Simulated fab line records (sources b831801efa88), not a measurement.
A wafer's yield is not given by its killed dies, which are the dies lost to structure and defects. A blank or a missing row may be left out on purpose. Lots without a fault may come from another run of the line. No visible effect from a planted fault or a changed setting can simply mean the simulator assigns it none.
Which tool is to blame? | flow gf180mcu | Sampling: 15 lots, 45 wafers, 3 of 602 route steps

== WHAT THE GAUGES SHOWED, per wafer ==
GF_V3_OVL_MEAS_15. Usual: V3_OVL gives 0 nm (standard deviation 5).
lot  | measured     | on         | V3_OVL (nm) | flag
L909 | day 22 07:16 | overlay-01 | -2 1 7      | 
L910 | day 22 17:06 | overlay-01 | -1 -6 1     | 
L911 | day 23 07:20 | overlay-01 | -5 1 -7     | 
L913 | day 23 21:22 | overlay-01 | -4 2 -7     | 
L914 | day 24 06:53 | overlay-01 | 0 6 -2      | 
L916 | day 25 02:24 | overlay-01 | 0 -2 10     | 
L918 | day 25 11:12 | overlay-01 | -9 -5 1     | 
L920 | day 26 08:19 | overlay-01 | 3 -5 4      | 
L924 | day 27 10:17 | overlay-01 | -2 3 3      | 
L925 | day 27 19:43 | overlay-02 | -2 -1 4     | 
L926 | day 28 01:38 | overlay-02 | -11 0 -5    | 
L928 | day 28 15:46 | overlay-02 | -3 4 2      | 
L930 | day 29 02:55 | overlay-02 | 2 0 11      | 
L931 | day 29 09:12 | overlay-01 | -10 -6 -6   | 
L932 | day 29 23:55 | overlay-01 | 3 5 -2      | 

GF_M4_OVL_MEAS_15. Usual: M4_OVL gives 2 nm (standard deviation 5.9).
lot  | measured     | on         | M4_OVL (nm) | flag
L909 | day 23 08:17 | overlay-02 | 3 4 6       | 
L910 | day 23 18:04 | overlay-02 | -2 1 -1     | 
L911 | day 24 07:27 | overlay-01 | -1 2 4      | 
L913 | day 24 20:52 | overlay-02 | 1 3 5       | 
L914 | day 25 05:44 | overlay-02 | -2 3 -4     | 
L916 | day 26 01:10 | overlay-01 | 11 10 10    | 
L918 | day 26 10:26 | overlay-01 | 1 -1 2      | 
L920 | day 27 06:32 | overlay-01 | -1 4 -7     | 
L924 | day 28 07:29 | overlay-01 | - - -       | OFF
L925 | day 28 16:44 | overlay-02 | - - -       | OFF
L926 | day 28 22:35 | overlay-01 | - - -       | OFF
L928 | day 29 12:13 | overlay-01 | -2 -6 -3    | 
L930 | day 29 23:23 | overlay-02 | 1 4 2       | 
L931 | day 30 05:51 | overlay-02 | 5 0 3       | 
L932 | day 30 19:21 | overlay-01 | 1 -9 0      | 

== WHAT TOOL EACH LOT RAN ON (gives the tool, then ch and the chambers of the sampled wafers, and finally the start) ==
lot  | GF_M4_DEVELOP_13
L909 | lithoTrack-02 ch 0, day 23 08:01
L910 | lithoTrack-03 ch 0, day 23 17:49
L911 | lithoTrack-02 ch 0, day 24 07:14
L913 | lithoTrack-03 ch 0, day 24 20:35
L914 | lithoTrack-04 ch 0, day 25 05:28
L916 | lithoTrack-03 ch 0, day 26 00:55
L918 | lithoTrack-02 ch 0, day 26 10:11
L920 | lithoTrack-04 ch 0, day 27 06:16
L924 | lithoTrack-02, day 28 07:13
L925 | lithoTrack-02, day 28 16:28
L926 | lithoTrack-03, day 28 22:22
L928 | lithoTrack-03 ch 0, day 29 11:56
L930 | lithoTrack-02 ch 0, day 29 23:07
L931 | lithoTrack-04 ch 0, day 30 05:35
L932 | lithoTrack-04 ch 0, day 30 19:05
- GF_M4_DEVELOP_13: develop time 60 s.

== WHAT THE TOOLS THEMSELVES READ (means of the sampled wafers that have a number; where no wafer has one, the mark that the record gives instead) ==
GF_M4_DEVELOP_13. Usual: chillPlateTempC at 23.00 C, with a standard deviation of 0.11.
lot  | tool          | chillPlateTempC (C) | flag
L909 | lithoTrack-02 | 22.99               | 
L910 | lithoTrack-03 | 22.98               | 
L911 | lithoTrack-02 | 23.03               | 
L913 | lithoTrack-03 | 22.92               | 
L914 | lithoTrack-04 | 23.04               | 
L916 | lithoTrack-03 | 22.99               | 
L918 | lithoTrack-02 | 22.90               | 
L920 | lithoTrack-04 | 22.84               | 
L924 | lithoTrack-02 | -                   | OFF
L925 | lithoTrack-02 | -                   | OFF
L926 | lithoTrack-03 | -                   | OFF
L928 | lithoTrack-03 | 22.92               | 
L930 | lithoTrack-02 | 23.03               | 
L931 | lithoTrack-04 | 22.89               | 
L932 | lithoTrack-04 | 23.20               | 

== THE ANSWER, worked out from the rows above alone ==
Rule: take the mean of a lot's wafers that have a number; if it is more than 3 standard deviations from the usual mean, the lot is off. Also off: a lot with no number at a reading for which 4 or more lots have one. All remaining lots with rows at the step are treated as sound. Order of review: gauges by route order, followed by the tools' own readings, for which a lot's mean as printed above is used. At the first step where some lot is off, the reading lying furthest off is the one used; lots without a number count as furthest.
Off: at GF_M4_OVL_MEAS_15 (M4_OVL), L924, L925, L926. Without a number there: L924, L925, L926.
A tool fits if, at a process step before that reading, it ran every lot that is off, and no sound lot after the first of them. The gauges at GF_M4_OVL_MEAS_15 aren't tried: what is off there is off at GF_M4_DEVELOP_13 too, on other tools, and a gauge's error can't cause that. Not one of the candidates tried fits.

== WHAT THE SIMULATOR HAD INSERTED ==
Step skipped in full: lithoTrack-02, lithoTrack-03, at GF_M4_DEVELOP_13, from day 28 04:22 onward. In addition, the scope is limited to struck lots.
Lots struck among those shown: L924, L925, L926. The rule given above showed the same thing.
